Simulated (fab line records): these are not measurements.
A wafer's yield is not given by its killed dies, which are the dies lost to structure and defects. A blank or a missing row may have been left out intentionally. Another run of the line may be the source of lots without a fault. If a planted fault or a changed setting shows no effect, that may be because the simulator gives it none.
A lot that was struck, set against a sound lot + flow sky130 + 15 steps out of a route of 708
Sound: the wafers L280.1, L280.5, L280.6. Struck: wafers L282.1, L282.3, L282.4. The cause comes at the end.
For every step that has rows: the tool of each side, followed by ch and its chambers, followed by its first start. Under that, the readings that differ: sound wafers + struck wafers + difference of the means + sigmas: that difference in standard deviations of wafers without a fault.
alike: words and numbers the same on both sides, and readings whose means are apart by under 2 such deviations; not compared: readings that were withheld, readings missing a value for some wafer, numbers with overlapping values and no deviation given by the record, and bounds like >300 which may hide the same value.
A row with sigmas, a row that says differs or no value, or rows on one side alone: a step with any of these is where the two part. Non-overlapping numbers with no deviation appear without sigmas and do not part them. Lack of a reading on every wafer of one side parts them only where that side has two or more wafers.

SKY_RES_XHIGH_TW_MEAS_09:
  sound: film metro-01 at day 33 09:08; struck: film metro-03 at day 33 19:22
  alike: RES_XHIGH_TW
then, 7 steps without rows for these wafers: SKY_SD_N_DEHYDRATE_00 (time 60 s); SKY_SD_N_HMDS_01 (prime time 60 s); SKY_SD_N_COAT_02 (resist thk 1140 nm); SKY_SD_N_SOFTBAKE_03 (time 60 s); SKY_SD_N_EXPOSE_04 (exposes mask NSDM, target cd 380 nm); SKY_SD_N_PEB_05; SKY_SD_N_DEVELOP_06 (develop time 60 s).
SKY_SD_N_CD_MEAS_07: target cd 380 nm.
  sound: cd sem-02 at day 34 12:56; struck: cd sem-02 at day 34 22:32
| reading    | sound             | struck            | difference | sigmas |
|------------|-------------------|-------------------|------------|--------|
| cd nm (nm) | 382.4 383.3 381.9 | 376.9 378.7 376.6 | -5.1       | -2     |
SKY_SD_N_OVL_MEAS_08:
  sound: overlay-01 at day 34 13:03; struck: overlay-02 at day 34 22:40
  alike: SD_N_OVL
then, 2 steps without rows for these wafers: SKY_SD_N_IMPLANT_09; SKY_SD_N_IMPLANT_10.
SKY_SD_N_STRIP_11: strips in O2/N2.
  sound on plasma asher-03 ch 0,1, day 34 13:23; struck on plasma asher-04 ch 0,1, day 34 23:00
| reading                      | sound             | struck            | difference | sigmas |
|------------------------------|-------------------|-------------------|------------|--------|
| oes product au (a.u.)        | 0.522 0.524 0.527 | 0.576 0.583 0.579 | +0.055     | +12    |
| strip time to endpoint s (s) | 22.61 22.60 22.66 | 19.32 19.27 19.26 | -3.34      | -71    |
  alike: drypump motor current A
  not compared: rf hours counter h
SKY_SD_N_TW_MEAS_12:
  sound: film metro-01 at day 34 13:29; struck: film metro-01 at day 34 23:06
  alike: SD_N_TW
-- record jumps: 16 days separate the struck wafers' starts on either side; left off in module SD_N, taken up again in module PAD_OPEN, whose first shown step is the route's number 708 --
SKY_PAD_OPEN_PROBE_99:
  record: rows for the struck wafers here (prober-01, day 51 06:24), none for the sound ones

## WHERE THEY PART
Last at SKY_PAD_OPEN_PROBE_99 as far as this record goes, first at SKY_SD_N_CD_MEAS_07.

WHY: the cause the simulator had injected
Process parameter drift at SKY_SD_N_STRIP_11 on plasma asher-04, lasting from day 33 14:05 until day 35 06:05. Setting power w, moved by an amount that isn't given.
